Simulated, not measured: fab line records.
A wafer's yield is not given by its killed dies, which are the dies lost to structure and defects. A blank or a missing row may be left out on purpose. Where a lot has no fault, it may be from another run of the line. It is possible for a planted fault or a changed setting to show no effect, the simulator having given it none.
Commonality check across tools	flow sfqLine	15 lots and 45 wafers in the sample

## REASON IT WAS OPENED
3 of 15 lots carry a flag on the reading M4_NB_RS at SFQ_M4_RS_MEAS_924. Wafers without a fault read 0.891 ohm/sq, standard deviation 0.011.
Rule: a lot is flagged when every wafer of it that has a number lies more than 4 standard deviations from that mean, or none has a number. As for the other lots, they are considered sound.

lot	measured	on	M4_NB_RS (ohm/sq), wafer by wafer	flag
L838	day 36 16:26	filmMetro-01	0.887 0.885 0.885	
L839	day 38 07:25	filmMetro-02	0.896 0.911 0.910	
L840	day 38 10:56	filmMetro-02	0.901 0.902 0.883	
L842	day 38 17:42	filmMetro-04	0.880 0.879 0.887	
L843	day 42 05:16	filmMetro-02	0.879 0.881 0.881	
L845	day 43 19:46	filmMetro-04	0.901 0.895 0.903	
L846	day 44 21:04	filmMetro-01	1.094 1.075 1.071	FLAGGED
L847	day 44 23:29	filmMetro-02	0.905 0.893 0.895	
L848	day 45 03:04	filmMetro-02	1.074 1.072 1.071	FLAGGED
L853	day 47 05:57	filmMetro-02	1.092 1.092 1.108	FLAGGED
L854	day 47 07:10	filmMetro-01	0.887 0.885 0.892	
L855	day 47 11:59	filmMetro-04	0.899 0.902 0.904	
L856	day 47 15:33	filmMetro-02	0.894 0.893 0.891	
L857	day 47 19:10	filmMetro-02	0.901 0.869 0.890	
L860	day 49 02:22	filmMetro-02	0.883 0.892 0.890	
Average over the flagged lots: 1.083 ohm/sq; offset from the usual +0.192 ohm/sq, equal to +17 standard deviations.

## EACH LOT AND THE TOOL IT RAN ON
The record holds 3 process steps before the reading, out of a route of 325 steps. Cell contents, in order: the tool; ch with the chambers the sampled wafers went through; the start.
lot	flag	SFQ_TRILAYER_M2_BARC_OPEN_METAL_ETCH_077	SFQ_TRILAYER_I3_VIA_STRIP_STRIP_089	SFQ_TRILAYER_M4_DEP_SPUTTER_091
L838		rieMetal-04 ch 0,1, day 17 02:04	rieMetal-04 ch 0,1, day 36 15:42	pvdSputter-05, day 36 16:18
L839		rieMetal-04 ch 0,1, day 20 05:44	rieMetal-03 ch 0,1, day 38 06:30	pvdSputter-04, day 38 07:18
L840		rieMetal-04 ch 0,1, day 20 20:08	rieMetal-04 ch 0,1, day 38 10:02	pvdSputter-03, day 38 10:50
L842		rieMetal-01 ch 0,1, day 27 15:55	rieMetal-04 ch 0,1, day 38 16:47	pvdSputter-05, day 38 17:35
L843		rieMetal-04 ch 0,1, day 28 11:39	rieMetal-04 ch 0,1, day 42 04:30	pvdSputter-05, day 42 05:06
L845		rieMetal-01 ch 0,1, day 29 18:51	rieMetal-03 ch 0,1, day 43 19:02	pvdSputter-03, day 43 19:38
L846	FLAGGED	rieMetal-01 ch 0,1, day 30 12:50	rieMetal-02 ch 0,1, day 44 20:09	pvdSputter-05, day 44 20:58
L847		rieMetal-01 ch 0,1, day 30 20:03	rieMetal-03 ch 0,1, day 44 22:45	pvdSputter-03, day 44 23:21
L848	FLAGGED	rieMetal-04 ch 0,1, day 30 21:14	rieMetal-02 ch 0,1, day 45 02:09	pvdSputter-05, day 45 02:57
L853	FLAGGED	rieMetal-03 ch 0,1, day 33 06:49	rieMetal-02 ch 1, day 47 05:03	pvdSputter-05, day 47 05:51
L854		rieMetal-04 ch 0,1, day 33 08:01	rieMetal-03 ch 0,1, day 47 06:15	pvdSputter-04, day 47 07:03
L855		rieMetal-01 ch 0,1, day 33 11:38	rieMetal-04 ch 0,1, day 47 11:15	pvdSputter-03, day 47 11:51
L856		rieMetal-01 ch 0,1, day 33 14:25	rieMetal-03 ch 0,1, day 47 14:39	pvdSputter-04, day 47 15:27
L857		rieMetal-03 ch 0,1, day 33 18:01	rieMetal-02 ch 0,1, day 47 18:15	pvdSputter-03, day 47 19:03
L860		rieMetal-03 ch 0,1, day 34 08:13	rieMetal-04 ch 0,1, day 49 01:27	pvdSputter-04, day 49 02:16
What these steps do:
- SFQ_TRILAYER_M2_BARC_OPEN_METAL_ETCH_077: etches BARC in O2, target depth 125 nm, time 41.7 s.
- SFQ_TRILAYER_I3_VIA_STRIP_STRIP_089: strips in O2.
- SFQ_TRILAYER_M4_DEP_SPUTTER_091: material Nb, target thk 200 nm, time 133.3 s.
- SFQ_M4_RS_MEAS_924: measures by four-point-probe.

## FLAGGED OVER TOTAL, TOOL BY TOOL (the gauges that took the reading come last)
step	tool	lots run	flagged	share of the flagged lots	sound lots run after its first flagged lot
SFQ_TRILAYER_M2_BARC_OPEN_METAL_ETCH_077	rieMetal-01	6	1	some	3 (L847,L855,L856)
SFQ_TRILAYER_M2_BARC_OPEN_METAL_ETCH_077	rieMetal-03	3	1	some	2 (L857,L860)
SFQ_TRILAYER_M2_BARC_OPEN_METAL_ETCH_077	rieMetal-04	6	1	some	1 (L854)
SFQ_TRILAYER_I3_VIA_STRIP_STRIP_089	rieMetal-02	4	3	all	1 (L857)
SFQ_TRILAYER_I3_VIA_STRIP_STRIP_089	rieMetal-03	5	0	none	-
SFQ_TRILAYER_I3_VIA_STRIP_STRIP_089	rieMetal-04	6	0	none	-
SFQ_TRILAYER_M4_DEP_SPUTTER_091	pvdSputter-03	5	0	none	-
SFQ_TRILAYER_M4_DEP_SPUTTER_091	pvdSputter-04	4	0	none	-
SFQ_TRILAYER_M4_DEP_SPUTTER_091	pvdSputter-05	6	3	all	0
SFQ_M4_RS_MEAS_924	filmMetro-01	3	1	some	1 (L854)
SFQ_M4_RS_MEAS_924	filmMetro-02	9	2	some	3 (L856,L857,L860)
SFQ_M4_RS_MEAS_924	filmMetro-04	3	0	none	-

## THE TABLE: WHAT IT ALLOWS
2 rows of the table ran every flagged lot: rieMetal-02 at SFQ_TRILAYER_I3_VIA_STRIP_STRIP_089, pvdSputter-05 at SFQ_TRILAYER_M4_DEP_SPUTTER_091.
- rieMetal-02 at SFQ_TRILAYER_I3_VIA_STRIP_STRIP_089 ran 4 lots, 3 of them flagged. Sound lots ran on it after the first flagged one (L857), which a lasting fault on the whole tool wouldn't allow.
- pvdSputter-05 at SFQ_TRILAYER_M4_DEP_SPUTTER_091 ran 6 lots, 3 of them flagged. Last sound lot L843 at day 42 05:06, first flagged lot L846 at day 44 20:58; a fault beginning in between fits.
What remains is a single tool, pvdSputter-05 at SFQ_TRILAYER_M4_DEP_SPUTTER_091.

## WHAT THE SIMULATOR HAD INSERTED
Site profile drift: pvdSputter-05, from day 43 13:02 on, at SFQ_TRILAYER_M4_DEP_SPUTTER_091. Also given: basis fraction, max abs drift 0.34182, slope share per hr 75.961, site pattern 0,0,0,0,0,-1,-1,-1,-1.
Lots struck among those shown: L846, L848, L853. The rule above reached the same finding.
